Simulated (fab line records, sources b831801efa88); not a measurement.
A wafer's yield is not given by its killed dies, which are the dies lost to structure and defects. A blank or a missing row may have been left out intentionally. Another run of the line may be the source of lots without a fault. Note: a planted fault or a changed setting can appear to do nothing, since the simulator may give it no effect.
Chamber matching | flow sky130 | SKY_LI_CONTACT_ETCH_15 on rie_diel-01 has 3 sister chambers
The step etches PSG in C4F8/O2/Ar, stops on Si, target depth 600 nm. 3 wafers are shown with their chamber, then 8 later ones without.

## WAFERS, EACH WITH ITS CHAMBER
wafer  | chamber | oes_product_au (a.u.)
L091.1 | 0       | 0.842
L091.3 | 1       | 0.840
L091.4 | 3       | 0.840

## WAFERS WITHOUT THEIR CHAMBER
wafer  | oes_product_au (a.u.)
L091.5 | 0.837
L091.6 | 0.825
L092.1 | 0.839
L092.2 | 0.837
L092.3 | 0.839
L092.4 | 0.846
L092.5 | 0.835
L092.6 | 0.845

## THE CHAMBER EACH PASSED THROUGH
wafer  | from the rows above          | in truth
L091.5 | can't be placed: 1 or 3 or 0 | 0
L091.6 | can't be placed: 1 or 3 or 0 | 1
L092.1 | can't be placed: 1 or 3 or 0 | 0
L092.2 | can't be placed: 1 or 3 or 0 | 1
L092.3 | can't be placed: 1 or 3 or 0 | 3
L092.4 | can't be placed: 0 or 1 or 3 | 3
L092.5 | can't be placed: 1 or 3 or 0 | 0
L092.6 | can't be placed: 0 or 1 or 3 | 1
Correct placement for 0 of the 8. Not placeable from these rows: 8 (in 8, the candidates include the true chamber). Placed wrongly: 0.
How it was worked out, from the rows above alone: a wafer's distance from a chamber is the root of the sum, over the readings, of the square of ((its reading less the chamber's mean) divided by the reading's scatter). If the next closest chamber is less than 2 further off than the closest, the wafer can't be placed; otherwise it belongs to the closest. The mean given for a chamber averages the wafers shown for that chamber. The scatter: with one shown wafer a chamber, the root of the mean of the squares of how far each hidden wafer lies from its nearest shown one.
